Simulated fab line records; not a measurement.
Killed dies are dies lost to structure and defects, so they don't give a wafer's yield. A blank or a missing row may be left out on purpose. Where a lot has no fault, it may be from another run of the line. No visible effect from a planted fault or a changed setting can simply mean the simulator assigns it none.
Which tool did it? | flow gf180mcu | Sampling: 6 lots, 18 wafers, 3 of 602 route steps

## WHAT THE GAUGES SHOWED, per wafer
GF_V5_RS_MEAS_24: the measuring method here is four-point-probe.
lot  | measured     | on            | V5_W_RS (ohm/sq)
L221 | day 27 22:02 | film metro-02 | 0.327 0.326 0.326
L224 | day 28 20:37 | film metro-02 | 0.314 0.329 0.315
L229 | day 30 11:49 | film metro-01 | 0.313 0.314 0.332
L231 | day 31 06:17 | film metro-01 | 0.329 0.336 0.315
L233 | day 31 10:10 | film metro-02 | 0.324 0.326 0.324
L236 | day 32 05:34 | film metro-04 | 0.326 0.316 0.314

## TOOL THAT RAN EACH LOT (tool first, then ch and the chambers of the sampled wafers, then the start)
lot  | GF_VT_IMPLANT_STRIP_42               | GF_MIM_SPUTTER_08
L221 | plasma asher-04 ch 0,1, day 8 02:41  | pvd sputter-01, day 25 05:26
L224 | plasma asher-04 ch 0,1, day 8 21:23  | pvd sputter-03, day 26 05:26
L229 | plasma asher-03 ch 0,1, day 10 07:08 | pvd sputter-01, day 27 23:38
L231 | plasma asher-02 ch 0, day 10 21:48   | pvd sputter-03, day 28 20:16
L233 | plasma asher-04 ch 0,1, day 11 11:38 | pvd sputter-02, day 28 22:50
L236 | plasma asher-04 ch 0,1, day 12 06:44 | pvd sputter-02, day 29 21:17
- GF_VT_IMPLANT_STRIP_42: strips in O2/N2.
- GF_MIM_SPUTTER_08: material AlCu, target thk 200 nm, time 10.6 s.

## THE ANSWER, worked out from the rows above alone
Rule: usual is defined by the lots themselves. Put in order of their means at a reading, lots are off if they are a third of the lots or fewer, leave a main group of 4 or more, and stand apart from it by a gap of 3 or more times the standard deviation of the main group's means; of several such gaps the widest counts. Not used: any main group whose means are identical at the precision the tables above print for the reading. Also off: a lot with no number at a reading for which 4 or more lots have one. Any other lot the step has rows for is counted as sound.
No lot is off on any of the readings shown, so nothing can be concluded from this.

## WHAT THE SIMULATOR PUT IN
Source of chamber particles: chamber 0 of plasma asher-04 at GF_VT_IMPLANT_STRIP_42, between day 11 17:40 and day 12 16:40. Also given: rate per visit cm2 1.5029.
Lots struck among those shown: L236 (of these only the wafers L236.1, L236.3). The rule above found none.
